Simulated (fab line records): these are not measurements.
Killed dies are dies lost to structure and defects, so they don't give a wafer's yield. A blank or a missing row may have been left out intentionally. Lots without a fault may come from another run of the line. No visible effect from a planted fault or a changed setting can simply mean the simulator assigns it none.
Which tool was responsible? / flow gf180mcu / 12 lots, 36 wafers sampled, at 6 steps of a route of 602

== WHAT THE GAUGES READ, wafer by wafer ==
GF_CONTACT_OVL_MEAS_15.
lot=L695; measured=day 15 23:19; on=overlay-02; CONTACT_OVL (nm)=2 1 5
lot=L696; measured=day 16 09:29; on=overlay-02; CONTACT_OVL (nm)=-6 -4 -6
lot=L698; measured=day 17 07:37; on=overlay-02; CONTACT_OVL (nm)=-1 -3 -3
lot=L700; measured=day 17 22:49; on=overlay-02; CONTACT_OVL (nm)=-4 1 3
lot=L701; measured=day 18 06:14; on=overlay-02; CONTACT_OVL (nm)=-9 -11 -11
lot=L702; measured=day 18 16:25; on=overlay-02; CONTACT_OVL (nm)=-13 -14 -13
lot=L703; measured=day 19 02:19; on=overlay-02; CONTACT_OVL (nm)=7 4 7
lot=L705; measured=day 19 21:46; on=overlay-02; CONTACT_OVL (nm)=-8 0 -5
lot=L707; measured=day 20 13:28; on=overlay-01; CONTACT_OVL (nm)=-5 -1 -5
lot=L709; measured=day 21 07:16; on=overlay-02; CONTACT_OVL (nm)=-6 -14 -9
lot=L710; measured=day 21 16:13; on=overlay-02; CONTACT_OVL (nm)=7 2 2
lot=L711; measured=day 22 00:46; on=overlay-01; CONTACT_OVL (nm)=-5 -3 -4

GF_CONTACT_RS_MEAS_25: measurement is done with a four-point probe.
lot=L695; measured=day 16 00:07; on=film_metro-02; CONTACT_W_RS (ohm/sq)=0.384 0.387 0.383
lot=L696; measured=day 16 10:21; on=film_metro-02; CONTACT_W_RS (ohm/sq)=0.384 0.381 0.384
lot=L698; measured=day 17 08:19; on=film_metro-01; CONTACT_W_RS (ohm/sq)=0.383 0.385 0.382
lot=L700; measured=day 17 23:38; on=film_metro-04; CONTACT_W_RS (ohm/sq)=0.385 0.382 0.385
lot=L701; measured=day 18 06:58; on=film_metro-02; CONTACT_W_RS (ohm/sq)=0.377 0.377 0.379
lot=L702; measured=day 18 17:07; on=film_metro-01; CONTACT_W_RS (ohm/sq)=0.384 0.387 0.381
lot=L703; measured=day 19 03:07; on=film_metro-01; CONTACT_W_RS (ohm/sq)=0.380 0.378 0.385
lot=L705; measured=day 19 22:28; on=film_metro-02; CONTACT_W_RS (ohm/sq)=0.381 0.382 0.379
lot=L707; measured=day 20 14:11; on=film_metro-04; CONTACT_W_RS (ohm/sq)=0.386 0.383 0.385
lot=L709; measured=day 21 07:59; on=film_metro-02; CONTACT_W_RS (ohm/sq)=0.381 0.383 0.387
lot=L710; measured=day 21 16:55; on=film_metro-01; CONTACT_W_RS (ohm/sq)=0.388 0.476 0.390
lot=L711; measured=day 22 01:29; on=film_metro-01; CONTACT_W_RS (ohm/sq)=0.389 0.387 0.468

GF_CONTACT_THK_MEAS_26: measures by xrf.
lot=L695; measured=day 16 00:14; on=film_metro-02; CONTACT_W_THK (nm)=306 303 306
lot=L696; measured=day 16 10:26; on=film_metro-02; CONTACT_W_THK (nm)=305 308 305
lot=L698; measured=day 17 08:26; on=film_metro-01; CONTACT_W_THK (nm)=308 306 310
lot=L700; measured=day 17 23:44; on=film_metro-04; CONTACT_W_THK (nm)=296 300 297
lot=L701; measured=day 18 07:04; on=film_metro-02; CONTACT_W_THK (nm)=309 309 307
lot=L702; measured=day 18 17:14; on=film_metro-01; CONTACT_W_THK (nm)=307 302 309
lot=L703; measured=day 19 03:14; on=film_metro-01; CONTACT_W_THK (nm)=310 313 307
lot=L705; measured=day 19 22:35; on=film_metro-02; CONTACT_W_THK (nm)=306 304 309
lot=L707; measured=day 20 14:18; on=film_metro-04; CONTACT_W_THK (nm)=298 299 299
lot=L709; measured=day 21 08:05; on=film_metro-02; CONTACT_W_THK (nm)=304 302 300
lot=L710; measured=day 21 17:02; on=film_metro-01; CONTACT_W_THK (nm)=305 250 303
lot=L711; measured=day 22 01:35; on=film_metro-01; CONTACT_W_THK (nm)=303 307 253

== WHICH TOOL RAN EACH LOT (tool, then ch and the chambers of the sampled wafers, then the start) ==
lot=L695; GF_CONTACT_CVD_02=pecvd-01 ch 1,2, day 15 01:45; GF_CONTACT_SPUTTER_23=pvd_sputter-02, day 15 23:58; GF_CONTACT_CVD_24=cvd_w-02 ch 0,1, day 16 00:01
lot=L696; GF_CONTACT_CVD_02=pecvd-04 ch 0,1,2, day 15 11:18; GF_CONTACT_SPUTTER_23=pvd_sputter-01, day 16 10:09; GF_CONTACT_CVD_24=cvd_w-02 ch 0,1, day 16 10:13
lot=L698; GF_CONTACT_CVD_02=pecvd-04 ch 0,1,2, day 16 08:33; GF_CONTACT_SPUTTER_23=pvd_sputter-01, day 17 08:10; GF_CONTACT_CVD_24=cvd_w-01 ch 0,1, day 17 08:13
lot=L700; GF_CONTACT_CVD_02=pecvd-01 ch 0,1, day 16 23:41; GF_CONTACT_SPUTTER_23=pvd_sputter-01, day 17 23:28; GF_CONTACT_CVD_24=cvd_w-01 ch 1, day 17 23:31
lot=L701; GF_CONTACT_CVD_02=pecvd-02 ch 0,1,2, day 17 06:22; GF_CONTACT_SPUTTER_23=pvd_sputter-04, day 18 06:47; GF_CONTACT_CVD_24=cvd_w-01 ch 0,1, day 18 06:49
lot=L702; GF_CONTACT_CVD_02=pecvd-02 ch 0,1,2, day 17 15:43; GF_CONTACT_SPUTTER_23=pvd_sputter-01, day 18 16:58; GF_CONTACT_CVD_24=cvd_w-01 ch 0,1, day 18 17:00
lot=L703; GF_CONTACT_CVD_02=pecvd-02 ch 1,2, day 18 01:55; GF_CONTACT_SPUTTER_23=pvd_sputter-04, day 19 02:52; GF_CONTACT_CVD_24=cvd_w-02 ch 1, day 19 02:55
lot=L705; GF_CONTACT_CVD_02=pecvd-01 ch 0,1,2, day 18 21:47; GF_CONTACT_SPUTTER_23=pvd_sputter-02, day 19 22:19; GF_CONTACT_CVD_24=cvd_w-02 ch 0,1, day 19 22:22
lot=L707; GF_CONTACT_CVD_02=pecvd-04 ch 0,1, day 19 12:28; GF_CONTACT_SPUTTER_23=pvd_sputter-04, day 20 14:02; GF_CONTACT_CVD_24=cvd_w-01 ch 0,1, day 20 14:05
lot=L709; GF_CONTACT_CVD_02=pecvd-01 ch 0,1, day 20 06:34; GF_CONTACT_SPUTTER_23=pvd_sputter-02, day 21 07:49; GF_CONTACT_CVD_24=cvd_w-01 ch 0,1, day 21 07:52
lot=L710; GF_CONTACT_CVD_02=pecvd-01 ch 0,1,2, day 20 15:29; GF_CONTACT_SPUTTER_23=pvd_sputter-04, day 21 16:47; GF_CONTACT_CVD_24=cvd_w-02 ch 0,1, day 21 16:49
lot=L711; GF_CONTACT_CVD_02=pecvd-01 ch 0,1,2, day 21 00:43; GF_CONTACT_SPUTTER_23=pvd_sputter-04, day 22 01:19; GF_CONTACT_CVD_24=cvd_w-02 ch 0,1, day 22 01:22
- GF_CONTACT_CVD_02: deposits SiO2 from TEOS, target thk 860 nm, time 95.992 s.
- GF_CONTACT_SPUTTER_23: material TiN, target thk 10 nm, time 40 s.
- GF_CONTACT_CVD_24: deposits W, target thk 300 nm, time 90.339 s.

== AS READ BY THE TOOLS THEMSELVES (means over the sampled wafers that have a number; for cases with no such wafer, the mark the record gives instead) ==
GF_CONTACT_CVD_02.
lot=L695; tool=pecvd-01; heater_power_w (W)=640
lot=L696; tool=pecvd-04; heater_power_w (W)=682
lot=L698; tool=pecvd-04; heater_power_w (W)=645
lot=L700; tool=pecvd-01; heater_power_w (W)=621
lot=L701; tool=pecvd-02; heater_power_w (W)=677
lot=L702; tool=pecvd-02; heater_power_w (W)=696
lot=L703; tool=pecvd-02; heater_power_w (W)=657
lot=L705; tool=pecvd-01; heater_power_w (W)=646
lot=L707; tool=pecvd-04; heater_power_w (W)=693
lot=L709; tool=pecvd-01; heater_power_w (W)=617
lot=L710; tool=pecvd-01; heater_power_w (W)=691
lot=L711; tool=pecvd-01; heater_power_w (W)=603

GF_CONTACT_SPUTTER_23.
lot=L695; tool=pvd_sputter-02; throttle_valve_pct (%)=31.2
lot=L696; tool=pvd_sputter-01; throttle_valve_pct (%)=29.9
lot=L698; tool=pvd_sputter-01; throttle_valve_pct (%)=29.6
lot=L700; tool=pvd_sputter-01; throttle_valve_pct (%)=29.0
lot=L701; tool=pvd_sputter-04; throttle_valve_pct (%)=30.6
lot=L702; tool=pvd_sputter-01; throttle_valve_pct (%)=29.6
lot=L703; tool=pvd_sputter-04; throttle_valve_pct (%)=30.8
lot=L705; tool=pvd_sputter-02; throttle_valve_pct (%)=29.8
lot=L707; tool=pvd_sputter-04; throttle_valve_pct (%)=30.6
lot=L709; tool=pvd_sputter-02; throttle_valve_pct (%)=30.6
lot=L710; tool=pvd_sputter-04; throttle_valve_pct (%)=30.6
lot=L711; tool=pvd_sputter-04; throttle_valve_pct (%)=30.9

GF_CONTACT_CVD_24.
lot=L695; tool=cvd_w-02; heater_power_w (W)=940
lot=L696; tool=cvd_w-02; heater_power_w (W)=903
lot=L698; tool=cvd_w-01; heater_power_w (W)=963
lot=L700; tool=cvd_w-01; heater_power_w (W)=797
lot=L701; tool=cvd_w-01; heater_power_w (W)=875
lot=L702; tool=cvd_w-01; heater_power_w (W)=888
lot=L703; tool=cvd_w-02; heater_power_w (W)=943
lot=L705; tool=cvd_w-02; heater_power_w (W)=923
lot=L707; tool=cvd_w-01; heater_power_w (W)=959
lot=L709; tool=cvd_w-01; heater_power_w (W)=880
lot=L710; tool=cvd_w-02; heater_power_w (W)=927
lot=L711; tool=cvd_w-02; heater_power_w (W)=912

== THE ANSWER, worked out from the rows above alone ==
Rule: usual is defined by the lots themselves. Put in order of their means at a reading, lots are off if they are a third of the lots or fewer, leave a main group of 4 or more, and stand apart from it by a gap of 3 or more times the standard deviation of the main group's means; of several such gaps the widest counts. Not used: any main group whose means are identical at the precision the tables above print for the reading. A lot without any number at a reading at which 4 lots or more have one is off too. All remaining lots with rows at the step are treated as sound. First the gauges in route order, then the tools' own readings, where a lot's mean is used as printed above. At the first step where some lot is off, the reading lying furthest off is the one used; lots without a number count as furthest.
Off: L710, L711, seen at GF_CONTACT_RS_MEAS_25 (CONTACT_W_RS). For the main group the mean is 0.383 ohm/sq and the standard deviation 0.0021.
A tool fits if, at a process step before that reading, it ran every lot that is off, and no sound lot after the first of them. Those tools and the gauges at GF_CONTACT_RS_MEAS_25 are tried in the same way. Can't be told from this: 4 tools fit, pecvd-01 at GF_CONTACT_CVD_02, pvd_sputter-04 at GF_CONTACT_SPUTTER_23, cvd_w-02 at GF_CONTACT_CVD_24, film_metro-01 at GF_CONTACT_RS_MEAS_25.

== WHAT HAD BEEN PUT IN BY THE SIMULATOR ==
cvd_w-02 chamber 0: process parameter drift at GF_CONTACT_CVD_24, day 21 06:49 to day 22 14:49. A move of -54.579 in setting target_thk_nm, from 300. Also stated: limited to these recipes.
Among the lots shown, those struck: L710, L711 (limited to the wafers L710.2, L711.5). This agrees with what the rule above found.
